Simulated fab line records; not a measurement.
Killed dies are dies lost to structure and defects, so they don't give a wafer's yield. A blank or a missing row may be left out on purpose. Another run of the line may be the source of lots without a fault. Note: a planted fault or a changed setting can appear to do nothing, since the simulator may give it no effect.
A single fault, viewed from 2 desks + flow gf180mcu + numbers are kept per desk, each desk with only its own; the story behind them comes last

## METROLOGY DESK
What the gauges read for every lot (on any tool): the sampled wafers with a number, averaged. Marked OUT: a lot whose mean sits more than 4 standard deviations from the usual mean, which makes it out of limits; the brackets give that distance.
Columns: A = cd nm at GF_M4_CD_MEAS_14, usual 279.9 nm; B = M4_OVL at GF_M4_OVL_MEAS_15, usual 0 nm; C = MIM_ALCU_RS at GF_MIM_RS_MEAS_10, usual 0.1603 ohm/sq
| lot  | first seen here | A     | B  | C      |
|------|-----------------|-------|----|--------|
| L111 | day 23 12:35    | 281.8 | -4 | 0.1607 |
| L115 | day 25 08:50    | 280.4 | 2  | 0.1563 |
| L116 | day 25 16:50    | 277.9 | -3 | 0.1626 |
| L117 | day 26 05:16    | 278.3 | -4 | 0.1597 |
| L118 | day 26 07:29    | 280.1 | 3  | 0.1636 |
| L124 | day 27 22:34    | 280.7 | 3  | 0.1606 |
| L125 | day 28 09:19    | 280.7 | 4  | 0.1624 |
| L126 | day 28 18:46    | 279.0 | 3  | 0.1606 |
| L127 | day 28 23:52    | 279.4 | 1  | 0.1604 |
| L131 | day 30 02:16    | 282.2 | 3  | 0.1607 |
| L132 | day 30 06:13    | 279.4 | -7 | 0.1580 |
This desk's finding: nothing out of limits on any of the 11 lots.

## DESK OF THE TOOL OWNER: pvd sputter-04
The tool's own readings at GF_MIM_SPUTTER_07 (material TiN, target thk 60 nm, time 50 s): means of the sampled wafers that have a number, for each lot that ran on this tool. Marked OUT: a lot whose mean sits more than 4 standard deviations from the usual mean, which makes it out of limits; the brackets give that distance.
Columns: A = throttle valve pct at GF_MIM_SPUTTER_07, usual 29.3 %
| lot  | first seen here | A    |
|------|-----------------|------|
| L115 | day 26 09:11    | 29.7 |
| L124 | day 28 21:45    | 29.1 |
| L125 | day 29 06:50    | 29.6 |
| L127 | day 29 21:57    | 29.4 |
This desk's finding: nothing out of limits on any of the 4 lots.

## BROUGHT TOGETHER
From the metrology desk's view, nothing was out of limits.
The tool owner's desk saw nothing out of limits.

## WHAT THE SIMULATOR HAD PUT IN
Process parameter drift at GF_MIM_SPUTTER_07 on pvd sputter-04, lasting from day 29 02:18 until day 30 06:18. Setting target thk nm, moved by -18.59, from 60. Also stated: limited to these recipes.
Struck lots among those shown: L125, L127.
